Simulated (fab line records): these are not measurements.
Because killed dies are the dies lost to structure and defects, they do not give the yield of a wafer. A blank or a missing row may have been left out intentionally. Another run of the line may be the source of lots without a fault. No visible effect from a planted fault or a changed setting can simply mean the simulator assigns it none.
Code-filled problem report in 8D (eight disciplines) form | flow sky130 | the parts of the form that need people (team, actions taken, sign-off) are left out

## 1. THE ISSUE
Mean VT_ADJUST_NCORE_TW at SKY_VT_ADJUST_NCORE_TW_MEAS_11: 30.3 over 3 wafers in 2 lots; fault-free wafers: 220.3, standard deviation 1.4. That is -99 or more standard deviations from the usual mean.
Seen first at day 11 04:49 on filmMetro-02, wafer L452.1. At this step, 32 wafers from 11 lots have a number in the record. By rule, "out" or "out of limits" means more than 4 standard deviations away from the usual mean. Any other wafer with a number is counted as sound.

## 2. WHAT THIS IS AND IS NOT
question                    | is                         | is not
which readings at this step | VT_ADJUST_NCORE_TW         | -
which lots                  | L452, L454                 | L445, L456, L458, L462, L463, L464, L465, L466, L467
which wafers of those lots  | L452.1, L452.4, L454.1     | L454.5, L454.6
read on which gauges        | filmMetro-01, filmMetro-02 | filmMetro-04
when                        | from day 11 04:49          | up to then (3 sound wafers); but 26 sound wafers of L454, L456, L458, L462, L463, L464, L465, L466, L467 came after

## 3. SUSPECTS, AND WHAT RULES EACH OUT
Counting: if a tool at a process step up to the reading ran every lot that is out, it stays a suspect. Sound lots after the first of them don't rule it out here, since some wafers of a struck lot are sound.
- the gauge at SKY_VT_ADJUST_NCORE_TW_MEAS_11 has been ruled out. Those wafers that are out were read across 2 gauges (filmMetro-01, filmMetro-02).
- lithoTrack-01 at SKY_VT_ADJUST_NCORE_DEVELOP_06 (develop time 60 s): kept. Ran every lot that is out, first one L452 (day 11 04:16); last sound lot up to then L445 (day 8 20:16).
After counting, what remains is lithoTrack-01 at SKY_VT_ADJUST_NCORE_DEVELOP_06.

## 4. THE CAUSE (what the simulator had put in)
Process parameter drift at SKY_VT_ADJUST_NCORE_DEVELOP_06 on lithoTrack-01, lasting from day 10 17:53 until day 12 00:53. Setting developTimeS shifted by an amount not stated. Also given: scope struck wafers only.
The count eliminated every tool but this one.

## 5. THE EFFECT CHAIN, in route order
Rows list readings where the struck wafers' mean (over those with a number) sits beyond 3 standard deviations from the usual. Scope: only readings with a usual standard deviation given in the record; hours: median across lots of the time from each lot's start at the first step in this table that gives one to its start at this step; sigmas: change in usual standard deviations.
hours | step                           | reading            | usual | on struck wafers | change | sigmas
0     | SKY_VT_ADJUST_NCORE_TW_MEAS_11 | VT_ADJUST_NCORE_TW | 220.3 | 30.3             | -190.0 | -99 or more
884   | SKY_PAD_OPEN_PROBE_99          | killedAtFrontEnd   | 15    | 425              | +410   | +87
884   | SKY_PAD_OPEN_PROBE_99          | killedDies         | 86    | 492              | +406   | +42
884   | SKY_PAD_OPEN_PROBE_99          | killedOnRim        | 17    | 96               | +79    | +21
Here are the process steps it includes:
- SKY_PAD_OPEN_PROBE_99
Readings that are blank on the struck wafers while sound wafers have them: cdNm at SKY_VT_ADJUST_NCORE_CD_MEAS_07; VT_ADJUST_NCORE_OVL at SKY_VT_ADJUST_NCORE_OVL_MEAS_08.
Later measuring or inspecting steps at which every struck wafer that the step has a row for has a number for every such reading, and none has moved that far: SKY_SONOS_TUNNEL_TW_MEAS_12.

## 6. WHAT WOULD HAVE CAUGHT IT SOONER
11 hours passed between the start of the fault at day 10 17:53 and the first reading out of limits at a measuring or inspecting step in this record, taken at day 11 04:49.
Between SKY_VT_ADJUST_NCORE_DEVELOP_06 and SKY_VT_ADJUST_NCORE_TW_MEAS_11, SKY_VT_ADJUST_NCORE_CD_MEAS_07 gave no cdNm and SKY_VT_ADJUST_NCORE_OVL_MEAS_08 gave no VT_ADJUST_NCORE_OVL on the struck wafers, where sound wafers have one: a measuring or inspecting step that comes back empty is itself a sign.
Of the lots that are out (2), L454 began SKY_VT_ADJUST_NCORE_DEVELOP_06 on lithoTrack-01 after day 11 04:49. Had the tool been put on hold then, it would have been spared.
